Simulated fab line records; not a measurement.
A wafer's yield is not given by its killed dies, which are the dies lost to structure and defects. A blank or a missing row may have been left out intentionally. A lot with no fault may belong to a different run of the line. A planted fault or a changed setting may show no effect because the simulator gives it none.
fab line records | flow gf180mcu | part 2 of 2: steps 25 to 35 of 35
[record] lots = 5 wafers = 15 last_day = 34
route steps=602 shown DUAL_GATE@149 POLY_GATE@157 HV_LDD@176
lots that met no fault: taken from a fault-free run of the same line
start_h: the number of hours between the record's first day and the start of the first shown wafer of the lot | wait_h: hours from the lot's prior step to this one | " unchanged from the row above | L1.1+2: a row that stands for several wafers | - value missing, or start not given | * or withheld: withheld | < > ~ a bound
route shown NAME@n: names a module that has steps shown in the file, with the first one's number in the route | usual: mean/standard deviation of fault-free wafers | same: alike in all rows | chamber/n: place in a boat | sites: per-site readings | _std_site: standard deviation of those values | _edge_site: outer sites' mean less inner sites' | radius_mm: for every site, how far away it sits from the centre of the wafer | mask NAME#n: copy n | behind: the last tool/chamber to shape the wafer | hold: why the lot went on hold/how many hours it stayed there/how the hold came to an end | device: which transistor (n, p or np) failed to switch | end of line: the route-end tests of the same wafers | a step without rows: its recipe alone | killed: count of dies lost to structure and defects at first sort (not the wafer's yield) | map: a wafer's dies, x killed, . not, _ none there
set.NAME: the setting the step ran with; set.NAME@STEP: the setting that earlier step ran with | model.NAME: the simulator's own value behind a step, which no gauge read
a table for each step, a row for each wafer; lots at some steps of the route
services: from which hour (start_h, from the record's first day; less than 0 if before it) a tool's chamber was out of use, for how many hours, and why
[[steps]]
[step GF_POLY_GATE_OXIDATION_16]
[recipe] temp_c = 850 ambient = O2 stabilise_s = 600 purge_s = 300 target_thk_a = 40 ox_time_s = 899
[usual] ox_temp_c_max = 853.9/1.6 zone_power_centre_pct = 17.4/0.68
[same] stabilise_s = 600
// columns lot.wafer tool chamber start_h wait_h ox_temp_c_max zone_power_centre_pct
L077.2 furnace-02 0 220.76 0.2 855.4 16.9
L077.3 " 0 " " 854.6 16.9
L077.6 " 0 " " 854.8 16.6
L079.2 furnace-01 0 236.18 0.6 852.0 17.8
L079.4 " 0 " " 852.9 18.1
L079.5 " 0 " " 853.1 18.1
L082.1 furnace-02 0 248.20 0.0 854.7 16.9
L082.2 " 0 " " 855.4 16.8
L082.4 " 0 " " 855.9 16.6
L090.1 furnace-01 0 315.98 0.0 851.8 18.0
L090.5 " 0 " " 852.0 18.0
L090.6 " 0 " " 851.7 18.1
L097.4 furnace-01 0 359.74 0.0 851.3 18.1
L097.5 " 0 " " 852.5 17.9
L097.6 " 0 " " 853.1 18.1
[step GF_POLY_GATE_THK_MEAS_17]
[recipe] reads = SiO2_of_POLY_GATE_OXIDATION_16
[usual] POLY_GATE_OXIDATION_THK = 4.00/0.073
// columns lot.wafer tool chamber start_h wait_h POLY_GATE_OXIDATION_THK[nm]
L077.2 film_metro-02 - 222.02 0.0 4.03
L077.3 " - " " 4.02
L077.6 " - " " 4.01
L079.2 film_metro-01 - 237.44 0.0 3.90
L079.4 " - " " 3.91
L079.5 " - " " 3.90
L082.1 film_metro-02 - 249.45 0.0 4.05
L082.2 " - " " 4.06
L082.4 " - " " 4.00
L090.1 film_metro-02 - 317.23 0.0 3.96
L090.5 " - " " 3.96
L090.6 " - " " 3.95
L097.4 film_metro-02 - 361.02 0.0 4.00
L097.5 " - " " 4.12
L097.6 " - " " 3.96
[step GF_POLY_GATE_CD_MEAS_18]
[usual] cd_nm = 280.7/1.6
// columns lot.wafer tool chamber start_h wait_h cd_nm
L077.2 cd_sem-01 - 222.10 0.1 280.0
L077.3 " - " " 282.1
L077.6 " - " " 280.6
L079.2 cd_sem-02 - 237.52 0.1 280.1
L079.4 " - " " 281.3
L079.5 " - " " 281.2
L082.1 cd_sem-01 - 249.51 0.1 281.2
L082.2 " - " " 280.7
L082.4 " - " " 282.7
L090.1 cd_sem-01 - 317.29 0.1 280.4
L090.5 " - " " 278.8
L090.6 " - " " 277.6
L097.4 cd_sem-02 - 361.14 0.1 279.9
L097.5 " - " " 280.5
L097.6 " - " " 281.4
[step GF_HV_LDD_DEHYDRATE_00]
[recipe] temp_c = 200 time_s = 60
[usual] chill_plate_temp_C = 23.00/0.12
// columns lot.wafer tool chamber start_h wait_h chill_plate_temp_C
L077.2 litho_track-02 0 229.95 7.8 23.20
L077.3 " 0 " " 23.05
L077.6 " 0 " " 22.97
L079.2 litho_track-03 0 246.26 8.7 23.22
L079.4 " 0 " " 22.96
L079.5 " 0 " " 23.09
L082.1 litho_track-02 0 257.93 8.4 23.05
L082.2 " 0 " " 22.86
L082.4 " 0 " " 23.00
L090.1 litho_track-03 0 326.43 9.1 22.93
L090.5 " 0 " " 23.09
L090.6 " 0 " " 22.98
L097.4 litho_track-04 0 371.34 10.2 23.14
L097.5 " 0 " " 23.17
L097.6 " 0 " " 23.20
[step GF_HV_LDD_HMDS_01]
[recipe] prime_time_s = 60 prime_temp_c = 120
[usual] chill_plate_temp_C = 23.00/0.11
// columns lot.wafer tool chamber start_h wait_h chill_plate_temp_C
L077.2 litho_track-02 0 230.10 0.1 23.17
L077.3 " 0 " " 23.11
L077.6 " 0 " " 23.15
L079.2 litho_track-03 0 246.41 0.1 23.01
L079.4 " 0 " " 23.13
L079.5 " 0 " " 23.07
L082.1 litho_track-02 0 258.08 0.1 22.91
L082.2 " 0 " " 23.04
L082.4 " 0 " " 22.96
L090.1 litho_track-03 0 326.58 0.1 22.95
L090.5 " 0 " " 22.83
L090.6 " 0 " " 22.91
L097.4 litho_track-04 0 371.49 0.1 23.01
L097.5 " 0 " " 23.01
L097.6 " 0 " " 22.89
[step GF_HV_LDD_COAT_02]
[recipe] resist = NOVOLAK spin_rpm = 3000 resist_thk_nm = 1000
[usual] chill_plate_temp_C = 23.03/0.1
// columns lot.wafer tool chamber start_h wait_h chill_plate_temp_C
L077.2 litho_track-02 0 230.25 0.1 23.11
L077.3 " 0 " " 23.11
L077.6 " 0 " " 23.03
L079.2 litho_track-03 0 246.56 0.1 22.88
L079.4 " 0 " " 23.02
L079.5 " 0 " " 23.11
L082.1 litho_track-02 0 258.23 0.1 23.07
L082.2 " 0 " " 22.93
L082.4 " 0 " " 22.98
L090.1 litho_track-03 0 326.73 0.1 23.01
L090.5 " 0 " " 23.10
L090.6 " 0 " " 23.24
L097.4 litho_track-04 0 371.64 0.1 23.11
L097.5 " 0 " " 23.13
L097.6 " 0 " " 22.98
[step GF_HV_LDD_SOFTBAKE_03]
[recipe] temp_c = 90 time_s = 60 resist = NOVOLAK
[usual] chill_plate_temp_C = 23.00/0.11
// columns lot.wafer tool chamber start_h wait_h chill_plate_temp_C
L077.2 litho_track-02 0 230.40 0.1 23.13
L077.3 " 0 " " 22.87
L077.6 " 0 " " 23.09
L079.2 litho_track-03 0 246.71 0.1 22.99
L079.4 " 0 " " 22.81
L079.5 " 0 " " 22.96
L082.1 litho_track-02 0 258.38 0.1 23.13
L082.2 " 0 " " 23.05
L082.4 " 0 " " 22.95
L090.1 litho_track-03 0 326.88 0.1 22.73
L090.5 " 0 " " 22.92
L090.6 " 0 " " 23.02
L097.4 litho_track-04 0 371.79 0.1 23.07
L097.5 " 0 " " 22.91
L097.6 " 0 " " 23.13
[step GF_HV_LDD_EXPOSE_04]
[recipe] mask_id = Nplus_LV_AREA target_cd_nm = 400 na = 0.6 source_shape = conventional sigma_outer = 0.6 dose_mj = 140
// columns lot.wafer tool chamber start_h wait_h mask
L077.2+3+6 iline_stepper-01 0 - - Nplus_LV_AREA#0
L079.2+4+5 iline_stepper-02 0 - - Nplus_LV_AREA#0
L082.1+2+4 iline_stepper-02 0 - - Nplus_LV_AREA#0
L090.1+5+6 iline_stepper-02 0 - - Nplus_LV_AREA#0
L097.4+5+6 iline_stepper-01 0 - - Nplus_LV_AREA#0
[step GF_HV_LDD_PEB_05]
[recipe] temp_c = withheld time_s = * resist = NOVOLAK
[usual] chill_plate_temp_C = *
// columns lot.wafer tool chamber start_h wait_h chill_plate_temp_C
L077.2 litho_track-04 0 - - *
L077.3 " 0 " " *
L077.6 " 0 " " *
L079.2 litho_track-04 0 - - *
L079.4 " 0 " " *
L079.5 " 0 " " *
L082.1 litho_track-03 0 - - *
L082.2 " 0 " " *
L082.4 " 0 " " *
L090.1 litho_track-02 0 - - *
L090.5 " 0 " " *
L090.6 " 0 " " *
L097.4 litho_track-04 0 - - *
L097.5 " 0 " " *
L097.6 " 0 " " *
[step GF_HV_LDD_DEVELOP_06]
[recipe] develop_time_s = 60 dev_temp_c = 23
[usual] chill_plate_temp_C = 22.99/0.1
// columns lot.wafer tool chamber start_h wait_h chill_plate_temp_C
L077.2 litho_track-04 0 239.39 0.1 23.06
L077.3 " 0 " " 23.17
L077.6 " 0 " " 23.15
L079.2 litho_track-04 0 255.94 0.1 23.20
L079.4 " 0 " " 23.02
L079.5 " 0 " " 23.17
L082.1 litho_track-03 0 267.33 0.1 22.94
L082.2 " 0 " " 22.97
L082.4 " 0 " " 23.04
L090.1 litho_track-02 0 337.12 0.1 22.99
L090.5 " 0 " " 22.94
L090.6 " 0 " " 22.84
L097.4 litho_track-04 0 383.04 0.1 23.04
L097.5 " 0 " " 22.94
L097.6 " 0 " " 22.89
[step GF_HV_LDD_CD_MEAS_07]
[recipe] target_cd_nm = 400
[usual] cd_nm = 400.5/2.3
// columns lot.wafer tool chamber start_h wait_h cd_nm
L077.2 cd_sem-01 - 239.54 0.1 403.0
L077.3 " - " " 401.3
L077.6 " - " " 401.8
L079.2 cd_sem-02 - 256.09 0.1 398.5
L079.4 " - " " 398.4
L079.5 " - " " 400.3
L082.1 cd_sem-02 - 267.48 0.1 400.8
L082.2 " - " " 399.0
L082.4 " - " " 400.9
L090.1 cd_sem-01 - 337.27 0.1 402.1
L090.5 " - " " 402.8
L090.6 " - " " 404.7
L097.4 cd_sem-02 - 383.17 0.1 401.2
L097.5 " - " " 401.7
L097.6 " - " " 403.2
[[services]]
// columns tool chamber start_h hours kind
rie_diel-02 0 171.13 35.3 repair
iline_stepper-02 - 172.07 4.4 pm
krf_scanner-02 - 178.94 3.6 pm
krf_scanner-02 - 193.92 1.3 pm
furnace-01 - 200.69 3.4 pm
krf_scanner-01 - 200.75 0.8 pm
krf_scanner-02 - 202.87 7.2 pm
furnace-01 - 217.21 16.6 repair
krf_scanner-01 - 220.26 1.9 repair
krf_scanner-02 - 223.95 2.0 repair
krf_scanner-02 - 231.57 0.8 pm
furnace-01 - 251.51 44.5 pm
iline_stepper-01 - 255.61 13.4 repair
krf_scanner-01 - 256.43 1.0 pm
rie_diel-02 2 259.17 15.2 repair
iline_stepper-02 - 288.86 0.8 repair
furnace-02 - 293.26 2.9 pm
iline_stepper-01 - 316.59 11.3 repair
iline_stepper-01 - 329.65 6.8 repair
furnace-01 - 330.82 2.9 pm
krf_scanner-01 - 331.93 1.3 pm
iline_stepper-01 - 347.33 1.7 pm
iline_stepper-02 - 349.00 1.7 pm
krf_scanner-01 - 369.55 0.8 pm
